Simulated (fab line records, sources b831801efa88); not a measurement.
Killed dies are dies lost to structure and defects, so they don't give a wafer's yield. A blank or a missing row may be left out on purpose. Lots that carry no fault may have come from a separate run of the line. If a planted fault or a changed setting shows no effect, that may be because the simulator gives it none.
Which tool was responsible? ; flow gf180mcu ; 6 lots (18 wafers sampled), 1 step of a 602-step route

## WHAT THE GAUGES READ, wafer by wafer
GF_M2_OVL_MEAS_15.
lot;measured;on;M2_OVL (nm)
L651;day 20 07:32;overlay-01;-2 2 2
L656;day 22 14:36;overlay-02;-2 5 4
L658;day 23 08:13;overlay-01;-3 -1 3
L664;day 24 23:51;overlay-02;-5 -9 1
L667;day 25 21:17;overlay-01;9 9 3
L670;day 26 19:26;overlay-02;1 0 9

## WHAT TOOL EACH LOT RAN ON (gives the tool, then ch and the chambers of the sampled wafers, and finally the start)
The record holds no process step before these readings.

## THE ANSWER, worked out from the rows above alone
Rule: the lots themselves supply what counts as usual. The widest of any qualifying gaps counts: lots, ordered by their means at a reading, are off when they make up no more than a third of the lots, leave a main group of 4 or more, and stand apart from it by 3 or more times the standard deviation of that group's means. Not used: any main group whose means are identical at the precision the tables above print for the reading. A lot without any number at a reading at which 4 lots or more have one is off too. Where the step has rows for the other lots, those lots are counted as sound.
Nothing can be told from this: no lot is off at any reading shown.

## WHAT THE SIMULATOR HAD INSERTED
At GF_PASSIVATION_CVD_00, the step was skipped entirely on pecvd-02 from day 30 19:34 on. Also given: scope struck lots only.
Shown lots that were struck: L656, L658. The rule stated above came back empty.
